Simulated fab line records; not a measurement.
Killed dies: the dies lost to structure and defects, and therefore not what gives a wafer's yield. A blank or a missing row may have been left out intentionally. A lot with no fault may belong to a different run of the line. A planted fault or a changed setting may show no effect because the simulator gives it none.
2 desks, one fault + flow gf180mcu + each desk has only its own numbers; what lay behind them comes last

## AT THE METROLOGY DESK
What the gauges read for every lot (on any tool): the sampled wafers with a number, averaged. Marked OUT: a lot whose mean sits more than 4 standard deviations from the usual mean, which makes it out of limits; the brackets give that distance.
Columns: A = cd-nm at GF_M5_CD_MEAS_07, usual 280.1 nm; B = M5_OVL at GF_M5_OVL_MEAS_08, usual 0 nm
| lot  | first seen here | A     | B  |
|------|-----------------|-------|----|
| L697 | day 27 08:35    | 280.7 | 2  |
| L700 | day 28 14:46    | 279.9 | 1  |
| L706 | day 30 05:51    | 281.2 | -3 |
| L710 | day 31 11:31    | 278.7 | -3 |
| L712 | day 31 18:59    | 281.1 | 2  |
| L715 | day 32 10:20    | 281.1 | 1  |
Result from this desk: across the 6 lots, nothing is out of limits.

## AT THE TOOL OWNER'S DESK: rie-diel-04
The tool's own readings at GF_M5_ETCH_09 (etches Si3N4 in CF4/O2, target depth 52 nm, time 11.6 s): means of the sampled wafers that have a number, for each lot that ran on this tool. Marked OUT: a lot whose mean sits more than 4 standard deviations from the usual mean, which makes it out of limits; the brackets give that distance.
Columns: A = drypump-motor-current-A at GF_M5_ETCH_09, usual 5.5 A; B = oes-product-au at GF_M5_ETCH_09, usual 0.998 a.u.; C = throttle-valve-pct at GF_M5_ETCH_09, usual 5.969 %
| lot  | first seen here | A   | B                | C     |
|------|-----------------|-----|------------------|-------|
| L700 | day 28 14:55    | 6.1 | 1.000            | 5.969 |
| L706 | day 30 06:00    | 6.1 | 0.914 (-8.8) OUT | 5.944 |
| L710 | day 31 11:40    | 6.1 | 0.925 (-7.7) OUT | 5.945 |
This desk's finding: out of limits on L706, L710; first on L706, day 30 06:00 (oes-product-au at GF_M5_ETCH_09). L700: within limits.

## BROUGHT TOGETHER
An alarm could have come from the tool owner's desk at day 30 06:00, on L706, L710.
Nothing out of limits was seen by the metrology desk.
The metrology desk holds a record of L706, L710, inside its limits.
Every lot named ran GF_M5_ETCH_09 on rie-diel-04.

## WHAT THE SIMULATOR HAD INSERTED
rie-diel-04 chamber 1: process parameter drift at GF_M5_ETCH_09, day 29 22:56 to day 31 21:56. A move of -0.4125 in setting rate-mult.
Lots struck among those shown: L706, L710.
Each desk's first reading out of limits, in hours after the fault started: the tool owner's desk, 7.
